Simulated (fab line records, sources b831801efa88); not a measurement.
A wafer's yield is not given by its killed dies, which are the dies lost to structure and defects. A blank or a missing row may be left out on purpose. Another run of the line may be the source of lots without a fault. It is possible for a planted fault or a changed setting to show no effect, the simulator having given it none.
Chamber matching || flow gf180mcu || GF_STI_CMP_25 on cmp-01 has 4 sister chambers
The step polishes, stops on Si3N4, t overpolish 33 s, target thk 524.6 nm. 8 wafers are shown with their chamber, then 9 later ones without.

## WAFERS PAIRED WITH THEIR CHAMBERS
{"wafer": "L145.2", "chamber": 1, "motor current A (A)": 11.3, "time to endpoint s (s)": 131}
{"wafer": "L150.1", "chamber": 2, "motor current A (A)": 11.1, "time to endpoint s (s)": 121}
{"wafer": "L150.4", "chamber": 3, "motor current A (A)": 11.0, "time to endpoint s (s)": 125}
{"wafer": "L150.5", "chamber": 3, "motor current A (A)": 11.6, "time to endpoint s (s)": 124}
{"wafer": "L152.4", "chamber": 2, "motor current A (A)": 10.5, "time to endpoint s (s)": 122}
{"wafer": "L154.3", "chamber": 0, "motor current A (A)": 10.0, "time to endpoint s (s)": 123}
{"wafer": "L154.5", "chamber": 0, "motor current A (A)": 10.4, "time to endpoint s (s)": 124}
{"wafer": "L154.6", "chamber": 1, "motor current A (A)": 11.7, "time to endpoint s (s)": 121}

## WAFERS WHOSE CHAMBER IS MISSING
{"wafer": "L155.2", "motor current A (A)": 10.6, "time to endpoint s (s)": 123}
{"wafer": "L155.3", "motor current A (A)": 11.5, "time to endpoint s (s)": 123}
{"wafer": "L155.5", "motor current A (A)": 11.1, "time to endpoint s (s)": 124}
{"wafer": "L156.4", "motor current A (A)": 10.2, "time to endpoint s (s)": 126}
{"wafer": "L156.5", "motor current A (A)": 10.2, "time to endpoint s (s)": 131}
{"wafer": "L156.6", "motor current A (A)": 11.7, "time to endpoint s (s)": 129}
{"wafer": "L157.1", "motor current A (A)": 10.2, "time to endpoint s (s)": 124}
{"wafer": "L157.3", "motor current A (A)": 10.2, "time to endpoint s (s)": 122}
{"wafer": "L157.4", "motor current A (A)": 11.7, "time to endpoint s (s)": 120}

## WHICH CHAMBER EACH WENT THROUGH
{"wafer": "L155.2", "from the rows above": "can't be placed: 2 or 0 or 3 or 1", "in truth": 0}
{"wafer": "L155.3", "from the rows above": "can't be placed: 3 or 1 or 2", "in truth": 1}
{"wafer": "L155.5", "from the rows above": "can't be placed: 3 or 2 or 1 or 0", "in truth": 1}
{"wafer": "L156.4", "from the rows above": "can't be placed: 0 or 2", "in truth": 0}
{"wafer": "L156.5", "from the rows above": "can't be placed: 0 or 2 or 3 or 1", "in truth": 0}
{"wafer": "L156.6", "from the rows above": "can't be placed: 1 or 3", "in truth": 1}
{"wafer": "L157.1", "from the rows above": "can't be placed: 0 or 2", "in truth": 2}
{"wafer": "L157.3", "from the rows above": "can't be placed: 0 or 2", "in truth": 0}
{"wafer": "L157.4", "from the rows above": "can't be placed: 3 or 1 or 2", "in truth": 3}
Placed correctly: 0 of 9. Can't be placed from these rows: 9 (the true chamber is among the candidates in 9). 0 placed wrongly.
How it was worked out, from the rows above alone: a wafer's distance from a chamber is the root of the sum, over the readings, of the square of ((its reading less the chamber's mean) divided by the reading's scatter). The wafer belongs to the nearest chamber; if the next one is less than 2 further off, it can't be placed. A chamber's mean is the mean of its shown wafers. How the scatter is found: for the shown wafers, subtract from each reading the mean of its chamber, square and add these, divide the total by (wafers less chambers), then take the root.
